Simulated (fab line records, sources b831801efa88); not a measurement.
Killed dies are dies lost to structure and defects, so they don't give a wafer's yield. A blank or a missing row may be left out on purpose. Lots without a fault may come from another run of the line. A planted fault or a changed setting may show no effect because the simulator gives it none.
Which tool did it? | flow gf180mcu | 11 lots, 33 wafers sampled, at 5 steps of a route of 602

WHAT THE GAUGES READ, wafer by wafer
GF_M1_CD_MEAS_14: target cd 230 nm.
lot  | measured     | on        | cd_nm (nm)
L939 | day 17 15:36 | cd_sem-02 | 230.6 230.2 229.6
L940 | day 18 04:37 | cd_sem-01 | 231.3 230.3 231.5
L942 | day 18 19:23 | cd_sem-01 | 228.9 229.1 229.1
L946 | day 20 05:25 | cd_sem-02 | 229.2 229.8 228.7
L947 | day 20 21:19 | cd_sem-01 | 230.2 230.5 230.4
L948 | day 21 01:40 | cd_sem-01 | 227.9 227.3 226.9
L949 | day 21 11:07 | cd_sem-02 | 230.7 229.4 229.9
L952 | day 22 09:31 | cd_sem-01 | 240.3 239.3 239.4
L953 | day 22 19:58 | cd_sem-01 | 240.9 240.5 239.8
L959 | day 24 17:16 | cd_sem-02 | 229.0 228.4 229.6
L961 | day 25 11:11 | cd_sem-01 | 230.5 231.0 232.8

WHICH TOOL RAN EACH LOT (tool, then ch and the chambers of the sampled wafers, then the start)
lot  | GF_CONTACT_ETCH_16                 | GF_CONTACT_SPUTTER_23        | GF_CONTACT_CVD_24             | GF_M1_COAT_09
L939 | rie_diel-03 ch 0,2, day 16 15:55   | pvd_sputter-01, day 16 16:26 | cvd_w-02 ch 0,1, day 16 16:29 | litho_track-02 ch 0, day 17 04:09
L940 | rie_diel-03 ch 2,3, day 17 04:01   | pvd_sputter-03, day 17 04:32 | cvd_w-01 ch 0,1, day 17 04:34 | litho_track-02 ch 0, day 17 16:49
L942 | rie_diel-01 ch 2,3, day 17 18:01   | pvd_sputter-02, day 17 18:32 | cvd_w-02 ch 0,1, day 17 18:36 | litho_track-03 ch 0, day 18 07:15
L946 | rie_diel-03 ch 0,1,3, day 19 03:39 | pvd_sputter-02, day 19 04:10 | cvd_w-01 ch 0,1, day 19 04:14 | litho_track-03 ch 0, day 19 17:12
L947 | rie_diel-02 ch 2,3, day 19 19:27   | pvd_sputter-02, day 19 19:59 | cvd_w-02 ch 0, day 19 20:02   | litho_track-01 ch 0, day 20 09:10
L948 | rie_diel-03 ch 1,2,3, day 19 23:49 | pvd_sputter-01, day 20 00:20 | cvd_w-01 ch 0,1, day 20 00:24 | litho_track-03 ch 0, day 20 13:06
L949 | rie_diel-02 ch 1,2,3, day 20 09:27 | pvd_sputter-02, day 20 09:59 | cvd_w-01 ch 0,1, day 20 10:03 | litho_track-01 ch 0, day 20 22:53
L952 | rie_diel-02 ch 1,2, day 21 09:15   | pvd_sputter-02, day 21 09:47 | cvd_w-01 ch 1, day 21 09:49   | litho_track-03 ch 0, day 21 22:05
L953 | rie_diel-03 ch 0,2, day 21 18:50   | pvd_sputter-02, day 21 19:22 | cvd_w-02 ch 0,1, day 21 19:25 | litho_track-03 ch 0, day 22 07:50
L959 | rie_diel-01 ch 2,3, day 23 17:51   | pvd_sputter-01, day 23 18:22 | cvd_w-01 ch 0,1, day 23 18:25 | litho_track-01 ch 0, day 24 05:53
L961 | rie_diel-03 ch 0,1,2, day 24 12:33 | pvd_sputter-02, day 24 13:05 | cvd_w-01 ch 0,1, day 24 13:10 | litho_track-01 ch 0, day 25 00:25
- GF_CONTACT_ETCH_16: etches BARC in N2/H2.
- GF_CONTACT_SPUTTER_23: material TiN, target thk 10 nm, time 40 s.
- GF_CONTACT_CVD_24: deposits W, target thk 300 nm, time 90.339 s.
- GF_M1_COAT_09: resist thk 1000 nm.

THE ANSWER, worked out from the rows above alone
Rule: what is usual is taken from the lots themselves. Put in order of their means at a reading, lots are off if they are a third of the lots or fewer, leave a main group of 4 or more, and stand apart from it by a gap of 3 or more times the standard deviation of the main group's means; of several such gaps the widest counts. A main group whose means are all the same, to the digits that the tables above print for the reading, isn't used. A lot without any number at a reading at which 4 lots or more have one is off too. The other lots that the step has rows for count as sound.
Off: L952, L953, at GF_M1_CD_MEAS_14 (cd_nm). The main group: mean 229.7 nm, standard deviation 1.2.
A tool fits if, at a process step before that reading, it ran every lot that is off, and no sound lot after the first of them. The gauges at GF_M1_CD_MEAS_14 are tried like those tools. One fits: litho_track-03 at GF_M1_COAT_09. Its last sound lot is L948 (day 20 13:06), its first lot that is off L952 (day 21 22:05): a fault that began between those two fits.

WHAT THE SIMULATOR HAD PUT IN
Process parameter drift: litho_track-03, from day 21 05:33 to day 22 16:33, at GF_M1_COAT_09. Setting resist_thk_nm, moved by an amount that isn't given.
Lots struck among those shown: L952, L953. The rule above found the same.
